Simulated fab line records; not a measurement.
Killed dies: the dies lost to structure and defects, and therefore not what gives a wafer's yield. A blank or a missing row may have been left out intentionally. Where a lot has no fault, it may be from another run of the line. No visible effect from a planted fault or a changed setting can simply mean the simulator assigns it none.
The tool behind it: which one? / flow gf180mcu / 33 wafers from 11 lots sampled at 6 of the route's 602 steps

== WHAT EACH GAUGE READ, for each wafer ==
GF_V1_BOW_MEAS_05.
lot=L311; measured=day 17 17:10; on=film_metro-03; V1_BOW (um)=80 88 82
lot=L312; measured=day 18 03:58; on=film_metro-01; V1_BOW (um)=96 81 83
lot=L317; measured=day 19 15:00; on=film_metro-03; V1_BOW (um)=76 71 79
lot=L318; measured=day 20 07:10; on=film_metro-02; V1_BOW (um)=79 84 84
lot=L323; measured=day 22 01:30; on=film_metro-03; V1_BOW (um)=85 86 81
lot=L324; measured=day 22 09:15; on=film_metro-01; V1_BOW (um)=82 76 84
lot=L325; measured=day 22 17:17; on=film_metro-03; V1_BOW (um)=78 75 78
lot=L328; measured=day 23 21:03; on=film_metro-02; V1_BOW (um)=89 84 84
lot=L329; measured=day 24 02:09; on=film_metro-02; V1_BOW (um)=76 98 87
lot=L330; measured=day 24 06:34; on=film_metro-02; V1_BOW (um)=79 82 93
lot=L332; measured=day 25 00:37; on=film_metro-01; V1_BOW (um)=85 83 82

GF_M2_RS_MEAS_05: the measuring method here is four-point-probe.
lot=L311; measured=day 18 18:43; on=film_metro-03; M2_ALCU_RS (ohm/sq)=0.0681 0.0676 0.0679
lot=L312; measured=day 19 05:24; on=film_metro-03; M2_ALCU_RS (ohm/sq)=0.0680 0.0680 0.0678
lot=L317; measured=day 20 17:14; on=film_metro-02; M2_ALCU_RS (ohm/sq)=0.1016 0.1023 0.1015 0.1017 0.1026 0.1016
lot=L318; measured=day 21 08:16; on=film_metro-02; M2_ALCU_RS (ohm/sq)=0.0993 0.0999 0.1009 0.0992 0.0998 0.1010
lot=L323; measured=day 23 02:58; on=film_metro-03; M2_ALCU_RS (ohm/sq)=0.0671 0.0665 0.0666
lot=L324; measured=day 23 10:14; on=film_metro-02; M2_ALCU_RS (ohm/sq)=0.0664 0.0664 0.0657
lot=L325; measured=day 23 17:54; on=film_metro-03; M2_ALCU_RS (ohm/sq)=0.0664 0.0669 0.0673
lot=L328; measured=day 24 21:10; on=film_metro-02; M2_ALCU_RS (ohm/sq)=0.0660 0.0675 0.0662
lot=L329; measured=day 25 02:01; on=film_metro-04; M2_ALCU_RS (ohm/sq)=0.0668 0.0681 0.0668
lot=L330; measured=day 25 06:16; on=film_metro-03; M2_ALCU_RS (ohm/sq)=0.0677 0.0674 0.0665
lot=L332; measured=day 25 23:08; on=film_metro-03; M2_ALCU_RS (ohm/sq)=0.0663 0.0669 0.0660

GF_M2_THK_MEAS_06: measures by xrf.
lot=L311; measured=day 18 18:50; on=film_metro-03; M2_ALCU_THK (nm)=467 467 468
lot=L312; measured=day 19 05:31; on=film_metro-03; M2_ALCU_THK (nm)=468 466 467
lot=L317; measured=day 20 22:11; on=film_metro-02; M2_ALCU_THK (nm)=358 356 357 357 355 356
lot=L318; measured=day 21 10:31; on=film_metro-02; M2_ALCU_THK (nm)=363 364 360 361 361 358
lot=L323; measured=day 23 03:04; on=film_metro-03; M2_ALCU_THK (nm)=469 475 475
lot=L324; measured=day 23 10:21; on=film_metro-02; M2_ALCU_THK (nm)=479 479 482
lot=L325; measured=day 23 18:01; on=film_metro-03; M2_ALCU_THK (nm)=476 474 469
lot=L328; measured=day 24 21:17; on=film_metro-02; M2_ALCU_THK (nm)=478 471 479
lot=L329; measured=day 25 02:08; on=film_metro-04; M2_ALCU_THK (nm)=474 465 475
lot=L330; measured=day 25 06:23; on=film_metro-03; M2_ALCU_THK (nm)=470 473 478
lot=L332; measured=day 25 23:15; on=film_metro-03; M2_ALCU_THK (nm)=479 477 483

GF_V2_THK_MEAS_03.
lot=L311; measured=day 19 20:20; on=film_metro-03; V2_CVD_02_THK (nm)=847 836 854
lot=L312; measured=day 20 08:10; on=film_metro-04; V2_CVD_02_THK (nm)=844 858 854
lot=L317; measured=day 21 18:38; on=film_metro-04; V2_CVD_02_THK (nm)=847 823 850
lot=L318; measured=day 22 09:26; on=film_metro-03; V2_CVD_02_THK (nm)=850 867 858
lot=L323; measured=day 24 02:34; on=film_metro-03; V2_CVD_02_THK (nm)=830 831 858
lot=L324; measured=day 24 09:26; on=film_metro-03; V2_CVD_02_THK (nm)=841 830 849
lot=L325; measured=day 24 16:37; on=film_metro-04; V2_CVD_02_THK (nm)=821 855 839
lot=L328; measured=day 25 19:19; on=film_metro-01; V2_CVD_02_THK (nm)=842 833 852
lot=L329; measured=day 25 23:34; on=film_metro-04; V2_CVD_02_THK (nm)=854 872 871
lot=L330; measured=day 26 04:15; on=film_metro-04; V2_CVD_02_THK (nm)=852 855 862
lot=L332; measured=day 26 21:11; on=film_metro-03; V2_CVD_02_THK (nm)=854 861 851

== EACH LOT AND THE TOOL THAT RAN IT (in order: tool; ch and the chambers of the sampled wafers; start) ==
lot=L311; GF_M2_SPUTTER_02=pvd_sputter-04, day 18 18:38; GF_M2_STRIP_17=plasma_asher-01 ch 0,1, day 19 19:35
lot=L312; GF_M2_SPUTTER_02=pvd_sputter-02, day 19 05:19; GF_M2_STRIP_17=plasma_asher-04 ch 0, day 20 06:56
lot=L317; GF_M2_SPUTTER_02=pvd_sputter-02, day 20 17:08; GF_M2_STRIP_17=plasma_asher-02 ch 0,1, day 21 17:53
lot=L318; GF_M2_SPUTTER_02=pvd_sputter-02, day 21 08:08; GF_M2_STRIP_17=plasma_asher-01 ch 0,1, day 22 08:42
lot=L323; GF_M2_SPUTTER_02=pvd_sputter-04, day 23 02:51; GF_M2_STRIP_17=plasma_asher-02 ch 0,1, day 24 01:23
lot=L324; GF_M2_SPUTTER_02=pvd_sputter-01, day 23 10:08; GF_M2_STRIP_17=plasma_asher-01 ch 0,1, day 24 08:38
lot=L325; GF_M2_SPUTTER_02=pvd_sputter-04, day 23 17:49; GF_M2_STRIP_17=plasma_asher-01 ch 0,1, day 24 15:53
lot=L328; GF_M2_SPUTTER_02=pvd_sputter-04, day 24 21:05; GF_M2_STRIP_17=plasma_asher-04 ch 0,1, day 25 18:35
lot=L329; GF_M2_SPUTTER_02=pvd_sputter-04, day 25 01:56; GF_M2_STRIP_17=plasma_asher-01 ch 0,1, day 25 22:47
lot=L330; GF_M2_SPUTTER_02=pvd_sputter-04, day 25 06:11; GF_M2_STRIP_17=plasma_asher-02 ch 0,1, day 26 03:31
lot=L332; GF_M2_SPUTTER_02=pvd_sputter-04, day 25 23:02; GF_M2_STRIP_17=plasma_asher-04 ch 0,1, day 26 20:22
- GF_M2_SPUTTER_02: material AlCu, target thk 450 nm, time 23.9 s.
- GF_M2_STRIP_17: strips in O2/N2.

== WHAT THE TOOLS THEMSELVES READ (means of the sampled wafers that have a number; where no wafer has one, the mark that the record gives instead) ==
GF_M2_SPUTTER_02.
lot=L311; tool=pvd_sputter-04; chamber_pressure_pa (Pa)=0.3996; throttle_valve_pct (%)=30.9
lot=L312; tool=pvd_sputter-02; chamber_pressure_pa (Pa)=0.3995; throttle_valve_pct (%)=29.5
lot=L317; tool=pvd_sputter-02; chamber_pressure_pa (Pa)=0.3997; throttle_valve_pct (%)=29.9
lot=L318; tool=pvd_sputter-02; chamber_pressure_pa (Pa)=0.4001; throttle_valve_pct (%)=30.0
lot=L323; tool=pvd_sputter-04; chamber_pressure_pa (Pa)=0.3995; throttle_valve_pct (%)=30.4
lot=L324; tool=pvd_sputter-01; chamber_pressure_pa (Pa)=0.4008; throttle_valve_pct (%)=31.7
lot=L325; tool=pvd_sputter-04; chamber_pressure_pa (Pa)=0.4000; throttle_valve_pct (%)=31.0
lot=L328; tool=pvd_sputter-04; chamber_pressure_pa (Pa)=0.3999; throttle_valve_pct (%)=30.8
lot=L329; tool=pvd_sputter-04; chamber_pressure_pa (Pa)=0.4012; throttle_valve_pct (%)=30.6
lot=L330; tool=pvd_sputter-04; chamber_pressure_pa (Pa)=0.3998; throttle_valve_pct (%)=30.8
lot=L332; tool=pvd_sputter-04; chamber_pressure_pa (Pa)=0.3999; throttle_valve_pct (%)=30.7

GF_M2_STRIP_17.
lot=L311; tool=plasma_asher-01; drypump_motor_current_A (A)=5.4; heater_power_w (W)=354; oes_product_au (a.u.)=0.537; strip_time_to_endpoint_s (s)=7.42
lot=L312; tool=plasma_asher-04; drypump_motor_current_A (A)=5.1; heater_power_w (W)=365; oes_product_au (a.u.)=0.538; strip_time_to_endpoint_s (s)=7.46
lot=L317; tool=plasma_asher-02; drypump_motor_current_A (A)=5.2; heater_power_w (W)=361; oes_product_au (a.u.)=0.542; strip_time_to_endpoint_s (s)=7.35
lot=L318; tool=plasma_asher-01; drypump_motor_current_A (A)=5.3; heater_power_w (W)=340; oes_product_au (a.u.)=0.541; strip_time_to_endpoint_s (s)=7.38
lot=L323; tool=plasma_asher-02; drypump_motor_current_A (A)=5.7; heater_power_w (W)=343; oes_product_au (a.u.)=0.537; strip_time_to_endpoint_s (s)=7.43
lot=L324; tool=plasma_asher-01; drypump_motor_current_A (A)=5.3; heater_power_w (W)=343; oes_product_au (a.u.)=0.542; strip_time_to_endpoint_s (s)=7.38
lot=L325; tool=plasma_asher-01; drypump_motor_current_A (A)=5.3; heater_power_w (W)=340; oes_product_au (a.u.)=0.534; strip_time_to_endpoint_s (s)=7.37
lot=L328; tool=plasma_asher-04; drypump_motor_current_A (A)=5.8; heater_power_w (W)=369; oes_product_au (a.u.)=0.533; strip_time_to_endpoint_s (s)=7.33
lot=L329; tool=plasma_asher-01; drypump_motor_current_A (A)=5.5; heater_power_w (W)=358; oes_product_au (a.u.)=0.535; strip_time_to_endpoint_s (s)=7.34
lot=L330; tool=plasma_asher-02; drypump_motor_current_A (A)=5.7; heater_power_w (W)=342; oes_product_au (a.u.)=0.538; strip_time_to_endpoint_s (s)=7.43
lot=L332; tool=plasma_asher-04; drypump_motor_current_A (A)=5.4; heater_power_w (W)=365; oes_product_au (a.u.)=0.532; strip_time_to_endpoint_s (s)=7.32

== THE ANSWER, worked out from the rows above alone ==
Rule: the lots themselves supply what counts as usual. Put in order of their means at a reading, lots are off if they are a third of the lots or fewer, leave a main group of 4 or more, and stand apart from it by a gap of 3 or more times the standard deviation of the main group's means; of several such gaps the widest counts. Not used: any main group whose means are identical at the precision the tables above print for the reading. Also off: a lot with no number at a reading for which 4 or more lots have one. Where the step has rows for the other lots, those lots are counted as sound. First the gauges in route order, then the tools' own readings, where a lot's mean is used as printed above. The first step at which some lot is off is used, and at that step the reading that is off furthest; a lot without a number counts as furthest.
Off: L317, L318, at GF_M2_RS_MEAS_05 (M2_ALCU_RS). Main group: mean 0.0670 ohm/sq, sd 0.00058.
If a tool, at a process step before that reading, ran all the lots that are off and no sound lot after the first of them, it fits. Gauges at GF_M2_RS_MEAS_05: tried the same way as those tools. One candidate fits, namely pvd_sputter-02 at GF_M2_SPUTTER_02. A fault onset in the window from L312 (day 19 05:19, its last sound lot) to L317 (day 20 17:08, its first lot off) fits.

== WHAT HAD BEEN PUT IN BY THE SIMULATOR ==
Site profile drift: pvd_sputter-02, from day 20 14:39 on, at GF_M2_SPUTTER_02. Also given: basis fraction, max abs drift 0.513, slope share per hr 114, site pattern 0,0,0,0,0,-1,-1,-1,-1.
Shown lots that were struck: L317, L318. The same result came from the rule above.
